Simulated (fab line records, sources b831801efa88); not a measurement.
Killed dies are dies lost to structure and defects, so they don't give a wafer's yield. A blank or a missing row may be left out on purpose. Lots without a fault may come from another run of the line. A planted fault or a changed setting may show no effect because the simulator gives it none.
Chamber matching | flow sfq_line | SFQ_TRILAYER_I5_BARC_OPEN_VIA_ETCH_200 on rie_diel-03: 4 sister chambers
The step etches BARC in O2, target depth 125 nm, time 41.7 s. 16 wafers are shown with their chamber, then 8 later ones without.

WAFERS WITH THEIR CHAMBER
wafer  | chamber | drypump_motor_current_A (A) | oes_product_au (a.u.)
L900.2 | 1       | 6.5                         | 0.691
L900.5 | 2       | 5.8                         | 0.686
L900.6 | 1       | 6.6                         | 0.682
L902.1 | 2       | 5.7                         | 0.682
L902.2 | 3       | 4.8                         | 0.677
L902.3 | 0       | 5.7                         | 0.684
L905.1 | 3       | 4.8                         | 0.681
L905.3 | 0       | 5.7                         | 0.689
L905.6 | 3       | 4.8                         | 0.689
L906.3 | 1       | 6.5                         | 0.675
L906.4 | 0       | 5.7                         | 0.683
L906.6 | 2       | 5.7                         | 0.686
L907.2 | 0       | 5.7                         | 0.690
L907.3 | 2       | 5.7                         | 0.683
L907.6 | 3       | 4.8                         | 0.680
L909.1 | 2       | 5.8                         | 0.678

SIGNATURES (means of the wafers above)
reading                 | chamber 0 | chamber 1 | chamber 2 | chamber 3 | scatter within a chamber
drypump_motor_current_A | 5.700     | 6.533     | 5.740     | 4.800     | 0.0394
oes_product_au          | 0.68650   | 0.68267   | 0.68300   | 0.68175   | 0.0049
Rule: a wafer's distance from a chamber is the root of the sum, over the readings, of the square of ((its reading less the chamber's mean) divided by the reading's scatter). The wafer belongs to the nearest chamber; if the next one is less than 2 further off, it can't be placed. The scatter: the root of (the sum of the squares of (reading less its chamber's mean) over the shown wafers, divided by (wafers less chambers)).

WAFERS WITHOUT THEIR CHAMBER
wafer  | drypump_motor_current_A (A) | oes_product_au (a.u.)
L909.3 | 6.6                         | 0.681
L909.4 | 5.7                         | 0.686
L911.1 | 4.8                         | 0.688
L911.3 | 5.8                         | 0.692
L911.5 | 4.8                         | 0.684
L915.3 | 5.7                         | 0.685
L915.4 | 4.8                         | 0.681
L915.6 | 5.7                         | 0.676

WHICH CHAMBER EACH WENT THROUGH
wafer  | from the rows above     | in truth
L909.3 | 1                       | 1
L909.4 | can't be placed: 0 or 2 | 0
L911.1 | 3                       | 3
L911.3 | can't be placed: 2 or 0 | 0
L911.5 | 3                       | 3
L915.3 | can't be placed: 0 or 2 | 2
L915.4 | 3                       | 3
L915.6 | can't be placed: 2 or 0 | 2
Placed correctly: 4 of 8. Can't be placed from these rows: 4 (the true chamber is among the candidates in 4). Placed wrongly: 0.
